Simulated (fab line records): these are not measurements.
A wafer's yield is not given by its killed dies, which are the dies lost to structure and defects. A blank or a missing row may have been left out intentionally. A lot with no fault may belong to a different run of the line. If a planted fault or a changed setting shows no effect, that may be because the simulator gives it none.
8D (eight disciplines) problem report, filled in by code ; flow sfq_line ; the parts of the form that need people (team, actions taken, sign-off) are left out

## 1. THE PROBLEM
Mean of chamber_pressure_pa at SFQ_TRILAYER_M4_DEP_SPUTTER_091: 0.14504 Pa across 2 wafers in 2 lots; on wafers with no fault it is 0.13329 Pa (standard deviation 0.00023). That puts it +51 standard deviations away from the usual mean.
The step: material Nb, target thk 200 nm, time 133.3 s.
Earliest sighting: wafer L508.1 on pvd_sputter-05 at day 38 11:27. Wafers with a number at this step in the record: 42, from 14 lots. The rule behind "out" and "out of limits": a value lying over 4 standard deviations away from the usual mean. The rest of the wafers with a number are treated as sound.

## 2. WHAT IT IS; WHAT IT IS NOT
question;is;is not
which readings at this step;chamber_pressure_pa;throttle_valve_pct
which lots;L508, L509;L493, L495, L497, L499, L500, L502, L503, L504, L505, L506, L510, L513
which wafers of those lots;L508.1, L509.5;L508.4, L508.6, L509.2, L509.6
read on which tools;pvd_sputter-05;pvd_sputter-03, pvd_sputter-04
when;from day 38 11:27;"up to then (32 sound wafers); but 8 sound wafers of L509, L510, L513 came after"

## 3. WHAT RULES OUT EACH SUSPECT
Counting: a tool at a process step up to the reading stays a suspect if it ran every lot that is out. Sound lots after the first of them don't rule it out here, since some wafers of a struck lot are sound.
- pvd_sputter-05 at SFQ_TRILAYER_M4_DEP_SPUTTER_091 (material Nb, target thk 200 nm, time 133.3 s): kept. It ran every lot that is out, first L508 (day 38 11:27); its last sound lot up to then is L506 (day 37 16:42). Its own chamber_pressure_pa readings are out on those wafers.
Left after counting: pvd_sputter-05 at SFQ_TRILAYER_M4_DEP_SPUTTER_091.

## 4. THE CAUSE (what the simulator had put in)
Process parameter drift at SFQ_TRILAYER_M4_DEP_SPUTTER_091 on pvd_sputter-05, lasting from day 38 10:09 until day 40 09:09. The setting chamber_pressure_pa was moved by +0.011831, starting from 0.1333. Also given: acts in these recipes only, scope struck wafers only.
After counting, this tool was the only one left.

## 5. THE CHAIN OF EFFECTS, in route order
Each row: a reading whose mean over the struck wafers that have a number lies more than 3 standard deviations from the usual. Readings are gone through only where the record gives a usual standard deviation; hours: the median, over the lots, of the time from a lot's start at the first step in this table giving one to that lot's start at this step; sigmas: the change measured in usual standard deviations.
hours;step;reading;usual;on struck wafers;change;sigmas
0;SFQ_TRILAYER_M4_DEP_SPUTTER_091;chamber_pressure_pa;0.13329 Pa;0.14504;+0.01175;+51
Its process steps:
- SFQ_TRILAYER_M4_DEP_SPUTTER_091: material Nb, target thk 200 nm, time 133.3 s.
Later measuring or inspecting steps at which every struck wafer that the step has a row for has a number for every such reading, and none has moved that far: SFQ_R5_THK_MEAS_934.

## 6. HOW IT WOULD HAVE BEEN CAUGHT EARLIER
In this record the first reading out of limits was taken at day 38 11:27, 1 hour after the fault began at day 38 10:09.
